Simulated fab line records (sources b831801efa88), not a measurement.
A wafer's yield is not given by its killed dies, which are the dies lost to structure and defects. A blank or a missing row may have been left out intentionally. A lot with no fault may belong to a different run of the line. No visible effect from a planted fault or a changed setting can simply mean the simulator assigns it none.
A single fault, viewed from 2 desks    flow sky130    every desk sees just its own numbers, and what lay behind them comes last

## DESK OF THE TOOL OWNER: iline stepper-01
The tool's own readings at SKY_CAPM_EXPOSE_09 (exposes mask CAPM, target cd 1000 nm): means of the sampled wafers that have a number, for each lot that ran on this tool. Marked OUT: a lot whose mean sits more than 4 standard deviations from the usual mean, which makes it out of limits; the brackets give that distance.
Columns: A = exposure dose mJ cm2 at SKY_CAPM_EXPOSE_09, usual 159.00; B = focus offset nm at SKY_CAPM_EXPOSE_09, usual 0.0 nm
lot   first seen here  A       B
L245  day 37 01:32     158.95  -0.4
L246  day 37 06:04     158.87  -0.0
L247  day 37 20:00     158.82  -0.1
L258  day 40 22:59     159.01  0.0
L260  day 41 18:08     158.88  -0.4
L261  day 41 23:16     159.10  0.4
This desk's finding: nothing out of limits on any of the 6 lots.

## FROM THE METROLOGY DESK
What the gauges read for every lot (on any tool): the sampled wafers with a number, averaged. Marked OUT: a lot whose mean sits more than 4 standard deviations from the usual mean, which makes it out of limits; the brackets give that distance.
Columns: A = METAL2_ALCU_THK at SKY_METAL2_THK_MEAS_06, usual 252.1 nm; B = VIA2_W_THK at SKY_VIA2_THK_MEAS_23, usual 428 nm
lot   first seen here  A      B
L245  day 34 04:59     253.3  424
L246  day 34 10:47     248.2  430
L247  day 35 00:23     251.8  427
L250  day 36 01:14     253.7  428
L251  day 36 07:34     249.4  428
L252  day 36 14:34     256.3  430
L258  day 38 06:03     251.5  428
L259  day 38 17:08     249.7  427
L260  day 39 02:08     255.1  434
L261  day 39 08:22     252.3  432
L262  day 40 01:41     254.4  420
L263  day 40 01:47     252.1  426
L265  day 40 05:51     246.9  424
L267  day 41 00:49     254.2  428
L268  day 41 06:44     251.8  428
This desk's finding: nothing out of limits on any of the 15 lots.

## BROUGHT TOGETHER
The tool owner's desk saw nothing out of limits.
Metrology desk: nothing out of limits seen.

## WHAT THE SIMULATOR PUT IN
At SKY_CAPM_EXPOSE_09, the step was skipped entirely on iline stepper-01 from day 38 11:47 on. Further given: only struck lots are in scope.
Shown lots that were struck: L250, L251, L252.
